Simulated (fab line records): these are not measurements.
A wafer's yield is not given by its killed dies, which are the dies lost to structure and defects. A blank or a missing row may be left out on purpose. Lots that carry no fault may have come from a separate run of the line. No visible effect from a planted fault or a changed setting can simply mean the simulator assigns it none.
Matching of chambers -- flow gf180mcu -- cmp-01 running GF_V5_CMP_26: 4 sister chambers
The step polishes, stops on SiO2, t overpolish 15 s, target thk 0 nm. 16 wafers are shown with their chamber, then 8 later ones without.

## EACH WAFER AND ITS CHAMBER
wafer,chamber,motor_current_A (A),time_to_endpoint_s (s),overpolish_run_s (s)
L389.1,0,10.3,83.7,14.987
L389.4,3,9.6,85.7,15.007
L389.6,0,10.7,84.5,15.007
L390.1,3,9.5,82.6,14.999
L390.3,1,10.4,83.4,15.006
L390.5,1,10.4,84.6,15.005
L391.1,1,10.8,84.7,15.016
L391.4,2,12.0,85.7,14.985
L391.6,3,9.0,87.8,14.999
L401.1,0,10.4,84.2,14.996
L401.4,3,10.2,86.2,14.971
L401.6,1,10.6,84.5,15.004
L406.2,0,10.3,82.9,14.994
L406.4,3,9.8,87.1,15.000
L406.5,3,10.2,86.5,14.981
L410.1,1,10.4,85.3,14.992

SIGNATURES (averages over the wafers above)
reading,chamber 0,chamber 1,chamber 2,chamber 3,scatter within a chamber
motor_current_A,10.425,10.520,12.000,9.717,0.327
time_to_endpoint_s,83.825,84.500,85.700,85.983,1.28
overpolish_run_s,14.99600,15.00460,14.98500,14.99283,0.011
Rule: a wafer lies at a distance from a chamber equal to the root of the sum of squares, over the readings, of (its reading less the chamber's mean, divided by the reading's scatter). If the next closest chamber is less than 2 further off than the closest, the wafer can't be placed; otherwise it belongs to the closest. The scatter: the root of (the sum of the squares of (reading less its chamber's mean) over the shown wafers, divided by (wafers less chambers)).

## WAFERS WITH NO CHAMBER GIVEN
wafer,motor_current_A (A),time_to_endpoint_s (s),overpolish_run_s (s)
L410.4,10.0,86.1,15.009
L410.6,9.8,88.7,15.011
L411.1,10.9,86.4,14.994
L411.2,10.6,86.2,14.996
L411.3,9.3,86.4,14.994
L412.1,11.6,82.7,15.006
L412.3,10.1,89.4,14.995
L412.4,10.8,82.8,15.002

## WHICH CHAMBER EACH WENT THROUGH
wafer,from the rows above,in truth
L410.4,can't be placed: 3 or 1 or 0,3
L410.6,can't be placed: 3 or 1 or 0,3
L411.1,can't be placed: 1 or 0 or 2 or 3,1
L411.2,can't be placed: 1 or 0 or 3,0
L411.3,3,3
L412.1,can't be placed: 2 or 1 or 0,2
L412.3,can't be placed: 3 or 1 or 0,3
L412.4,can't be placed: 0 or 1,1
Correct placement for 1 of the 8. From these rows, 7 cannot be placed; in 7 the true chamber is one of the candidates. Placed wrongly: 0.
